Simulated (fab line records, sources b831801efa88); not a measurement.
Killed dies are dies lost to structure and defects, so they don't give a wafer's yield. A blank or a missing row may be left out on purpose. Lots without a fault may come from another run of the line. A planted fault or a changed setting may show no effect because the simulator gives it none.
Which tool did it? | flow sky130 | 12 lots, 34 wafers sampled, at 5 steps of a route of 708

WHAT THE GAUGES READ, wafer by wafer
SKY_METAL4_OVL_MEAS_14.
lot  | measured     | on         | METAL4_OVL (nm)
L709 | day 41 11:27 | overlay-01 | -1 -10 0
L710 | day 41 16:57 | overlay-02 | -8 -7 -4
L711 | day 42 01:52 | overlay-01 | 9 -7 2
L712 | day 42 09:54 | overlay-01 | -4 8 -5
L713 | day 42 15:41 | overlay-01 | -2 2 -15
L716 | day 44 08:07 | overlay-01 | 4 5
L719 | day 44 17:36 | overlay-02 | 7 -3
L721 | day 45 06:46 | overlay-01 | -2 -7 -8
L727 | day 46 18:52 | overlay-01 | 1 -5 -7
L728 | day 46 23:47 | overlay-01 | -3 -4 -7
L731 | day 47 13:00 | overlay-02 | -10 -1 -8
L732 | day 47 14:14 | overlay-02 | -12 -13 -5

SKY_VIA4_THK_MEAS_01.
lot  | measured     | on            | VIA4_HDPCVD_THK (nm)
L709 | day 41 12:39 | film_metro-04 | 1766 1763 1784
L710 | day 41 18:05 | film_metro-03 | 1762 1748 1762
L711 | day 42 03:01 | film_metro-04 | 1724 1742 1781
L712 | day 42 11:04 | film_metro-03 | 1754 1743 1755
L713 | day 42 16:59 | film_metro-04 | 1773 1789 1776
L716 | day 44 09:16 | film_metro-03 | 856 857 857 858
L719 | day 44 18:46 | film_metro-01 | 1761 839 1759 839
L721 | day 45 08:14 | film_metro-03 | 1771 1771 1761
L727 | day 46 20:00 | film_metro-03 | 1735 1718 1746
L728 | day 47 00:56 | film_metro-03 | 1754 1766 1743
L731 | day 47 14:08 | film_metro-03 | 1758 1750 1742
L732 | day 47 15:24 | film_metro-01 | 1708 1736 1732

SKY_VIA4_BOW_MEAS_03.
lot  | measured     | on            | VIA4_BOW (um)
L709 | day 41 13:01 | film_metro-01 | 86 75 83
L710 | day 41 18:26 | film_metro-04 | 67 79 73
L711 | day 42 03:24 | film_metro-01 | 76 83 84
L712 | day 42 11:27 | film_metro-01 | 80 89 95
L713 | day 42 17:22 | film_metro-01 | 75 75 79
L716 | day 44 18:40 | film_metro-03 | 89 76
L719 | day 44 22:41 | film_metro-04 | 69 95
L721 | day 45 08:46 | film_metro-01 | 85 77 103
L727 | day 46 20:22 | film_metro-04 | 84 82 78
L728 | day 47 01:19 | film_metro-03 | 69 72 78
L731 | day 47 14:31 | film_metro-03 | 83 90 90
L732 | day 47 15:46 | film_metro-03 | 77 89 73

WHICH TOOL RAN EACH LOT (tool, then ch and the chambers of the sampled wafers, then the start)
lot  | SKY_CAP2M_CVD_00                | SKY_VIA4_HDPCVD_00
L709 | pecvd-02 ch 1,2, day 39 10:04   | hdpcvd-01 ch 1,2, day 41 12:28
L710 | pecvd-03 ch 0,1,2, day 39 16:25 | hdpcvd-01 ch 1,2, day 41 17:55
L711 | pecvd-03 ch 0,1,2, day 40 00:28 | hdpcvd-01 ch 0,1,2, day 42 02:53
L712 | pecvd-02 ch 0,1,2, day 40 07:11 | hdpcvd-02 ch 0,1,2, day 42 10:56
L713 | pecvd-03 ch 0,1, day 40 15:17   | hdpcvd-01 ch 0,1, day 42 16:47
L716 | pecvd-01 ch 0,2, day 42 10:13   | hdpcvd-01 ch 1,2, day 44 09:08
L719 | pecvd-02 ch 0,2, day 42 19:24   | hdpcvd-01 ch 0, day 44 18:36
L721 | pecvd-01 ch 0,2, day 43 11:02   | hdpcvd-02 ch 1,2, day 45 08:03
L727 | pecvd-01 ch 0,1, day 45 01:37   | hdpcvd-02 ch 0,1,2, day 46 19:49
L728 | pecvd-03 ch 0,1,2, day 45 05:37 | hdpcvd-02 ch 0,1,2, day 47 00:45
L731 | pecvd-02 ch 0,1,2, day 45 19:07 | hdpcvd-02 ch 0,1,2, day 47 13:57
L732 | pecvd-01 ch 0,1,2, day 45 21:27 | hdpcvd-02 ch 1,2, day 47 15:13
- SKY_CAP2M_CVD_00: deposits SiO2, target thk 15.5 nm.
- SKY_VIA4_HDPCVD_00: deposits SiO2, target thk 1750 nm, time 291.7 s.

WHAT THE TOOLS THEMSELVES READ (means of the sampled wafers that have a number; where no wafer has one, the mark that the record gives instead)
SKY_CAP2M_CVD_00.
lot  | tool     | heater_power_w (W)
L709 | pecvd-02 | 757
L710 | pecvd-03 | 749
L711 | pecvd-03 | 787
L712 | pecvd-02 | 770
L713 | pecvd-03 | 744
L716 | pecvd-01 | 692
L719 | pecvd-02 | 649
L721 | pecvd-01 | 674
L727 | pecvd-01 | 769
L728 | pecvd-03 | 720
L731 | pecvd-02 | 721
L732 | pecvd-01 | 749

THE ANSWER, worked out from the rows above alone
Rule: what is usual is taken from the lots themselves. Put in order of their means at a reading, lots are off if they are a third of the lots or fewer, leave a main group of 4 or more, and stand apart from it by a gap of 3 or more times the standard deviation of the main group's means; of several such gaps the widest counts. A main group whose means are all the same, to the digits that the tables above print for the reading, isn't used. A lot without any number at a reading at which 4 lots or more have one is off too. The other lots that the step has rows for count as sound. The gauges are gone through in route order, then the tools' own readings, and for those a lot's mean is taken as printed above. The first step at which some lot is off is used, and at that step the reading that is off furthest; a lot without a number counts as furthest.
Off: L716, L719, at SKY_VIA4_THK_MEAS_01 (VIA4_HDPCVD_THK). The main group: mean 1754 nm, standard deviation 16.
A tool fits if, at a process step before that reading, it ran every lot that is off, and no sound lot after the first of them. The gauges at SKY_VIA4_THK_MEAS_01 are tried like those tools. One fits: hdpcvd-01 at SKY_VIA4_HDPCVD_00. Its last sound lot is L713 (day 42 16:47), its first lot that is off L716 (day 44 09:08): a fault that began between those two fits.

WHAT THE SIMULATOR HAD PUT IN
Process parameter drift: hdpcvd-01, from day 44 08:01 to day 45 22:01, at SKY_VIA4_HDPCVD_00. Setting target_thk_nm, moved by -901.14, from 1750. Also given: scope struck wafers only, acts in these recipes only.
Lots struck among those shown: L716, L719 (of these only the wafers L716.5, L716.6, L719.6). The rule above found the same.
